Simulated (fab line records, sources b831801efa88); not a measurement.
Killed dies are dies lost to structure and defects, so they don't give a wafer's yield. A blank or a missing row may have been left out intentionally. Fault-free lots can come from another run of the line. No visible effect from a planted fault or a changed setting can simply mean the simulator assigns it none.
A struck lot beside a sound one / flow sky130 / 25 steps out of a route of 708
Sound: wafers L888.1, L888.2, L888.6. Struck: wafer L887.6. (L887.1, L887.2 of the same lot were not struck and are left out.) The cause comes at the end.
For every step that has rows: the tool of each side, followed by ch and its chambers, followed by its first start. Under that, the readings that differ: sound wafers / struck wafers / difference of the means / sigmas: that difference in standard deviations of wafers without a fault.
alike: same words and numbers on both sides, and readings whose means sit less than 2 such deviations apart. not compared: any withheld reading, any reading some wafer has no value for, any bound like >300 that may hide the same value, and any number with overlapping values for which the record gives no deviation.
Wherever a step has rows on one side only, a row that says differs or no value, or a row with sigmas, the two part there. Numbers that have no deviation but don't overlap get no sigmas and don't part them. Lack of a reading on every wafer of one side parts them only where that side has two or more wafers.

first, 3 steps without rows for these wafers: SKY_CAP2M_EXPOSE_09 (exposes mask CAP2M, target cd 1000 nm); SKY_CAP2M_PEB_10; SKY_CAP2M_DEVELOP_11 (develop time 60 s).
SKY_CAP2M_OVL_MEAS_12:
  sound: overlay-02 at day 44 07:25; struck: overlay-01 at day 44 01:46
  alike: CAP2M_OVL
SKY_CAP2M_METAL_ETCH_13: etches TiN in Cl2/BCl3, stops on SiO2, target depth 220 nm, time 62.9 s.
  sound on rie metal-03 ch 0,1, day 44 07:26; struck on rie metal-02 ch 1, day 44 01:47
reading=oes product au (a.u.); sound=0.955 0.949 0.948; struck=0.931; difference=-0.020; sigmas=-2
  alike: drypump motor current A, he backside leak sccm, throttle valve pct
  not compared: rf hours counter h
SKY_CAP2M_STRIP_14: strips in O2/N2.
  sound on plasma asher-04 ch 0,1, day 44 07:31; struck on plasma asher-02 ch 0, day 44 01:52
  alike: drypump motor current A, oes product au, strip time to endpoint s
  not compared: rf hours counter h
then, 6 steps without rows for these wafers: SKY_CAP2M_STRIP_15 (strips in post etch residue remover, time 1200 s); SKY_CAP2M_CLEAN_16 (cleans in IPA, time 180 s); SKY_CAP2M_CLEAN_17 (cleans in O3/DIW); SKY_METAL4_DEHYDRATE_05 (time 60 s); SKY_METAL4_HMDS_06 (prime time 60 s); SKY_METAL4_COAT_07 (resist thk 60 nm).
SKY_METAL4_COAT_08: resist thk 1140 nm.
  sound on litho track-02 ch 0, day 44 18:00; struck on litho track-04 ch 0, day 44 13:00
reading=model.KrF-thick_of_METAL4_COAT_08.thk nm (nm); sound=1140 1140 1142; struck=1207; difference=+66; sigmas=
then, 4 steps without rows for these wafers: SKY_METAL4_SOFTBAKE_09 (time 90 s); SKY_METAL4_EXPOSE_10 (exposes mask MM4, target cd 300 nm); SKY_METAL4_PEB_11; SKY_METAL4_DEVELOP_12 (develop time 60 s).
SKY_METAL4_CD_MEAS_13: target cd 300 nm.
  sound: cd sem-02 at day 45 05:46; struck: cd sem-02 at day 45 00:13
  alike: cd nm
SKY_METAL4_OVL_MEAS_14:
  sound: overlay-02 at day 45 05:53; struck: overlay-01 at day 45 00:20
reading=METAL4_OVL (nm); sound=3 12 7; struck=-11; difference=-18; sigmas=-3
SKY_METAL4_DESCUM_15: chemistry O2, time 8 s.
  sound on rie metal-04 ch 0,1, day 45 05:56; struck on rie metal-03 ch 0, day 45 00:22
  alike: drypump motor current A, he backside leak sccm, oes product au
  not compared: rf hours counter h
SKY_METAL4_ETCH_16: etches BARC in N2/H2, stops on SiO2, time 88.2 s, target depth 60 nm.
  sound on rie metal-04 ch 0,1, day 45 05:58; struck on rie metal-03 ch 0, day 45 00:26
  alike: drypump motor current A, he backside leak sccm, oes product au, throttle valve pct
  not compared: rf hours counter h
SKY_METAL4_ETCH_17: etches SiO2 in C4F8/O2/Ar, stops on TiN, time 3.9 s, target depth 15 nm.
  sound on rie diel-03 ch 0,2,3, day 45 06:04; struck on rie diel-02 ch 1, day 45 00:37
  alike: oes product au
SKY_METAL4_METAL_ETCH_18: etches the open film in Cl2/BCl3, stops on SiO2, target depth 845 nm, time 183.1 s.
  sound on rie metal-01 ch 0,1, day 45 06:05; struck on rie metal-01 ch 0, day 45 00:38
reading=model.KrF-thick_of_METAL4_COAT_08.thk nm (nm); sound=529.4 550.3 550.3; struck=608; difference=+65; sigmas=
  alike: drypump motor current A, he backside leak sccm, oes product au, throttle valve pct
  not compared: rf hours counter h
SKY_METAL4_STRIP_19: strips in O2/N2.
  sound on plasma asher-03 ch 0,1, day 45 06:15; struck on plasma asher-01 ch 0, day 45 00:49
reading=oes product au (a.u.); sound=0.494 0.513 0.516; struck=0.533; difference=+0.025; sigmas=+4
reading=strip time to endpoint s (s); sound=6.56 6.77 6.77; struck=7.33; difference=+0.63; sigmas=+7
  alike: drypump motor current A
  not compared: rf hours counter h
then, 1 step without rows for these wafers: SKY_METAL4_STRIP_20 (strips in post etch residue remover, time 1200 s).

== WHERE THEY PART ==
Earliest at SKY_CAP2M_METAL_ETCH_13; latest, in this record, at SKY_METAL4_STRIP_19.

WHY: what had been put in by the simulator
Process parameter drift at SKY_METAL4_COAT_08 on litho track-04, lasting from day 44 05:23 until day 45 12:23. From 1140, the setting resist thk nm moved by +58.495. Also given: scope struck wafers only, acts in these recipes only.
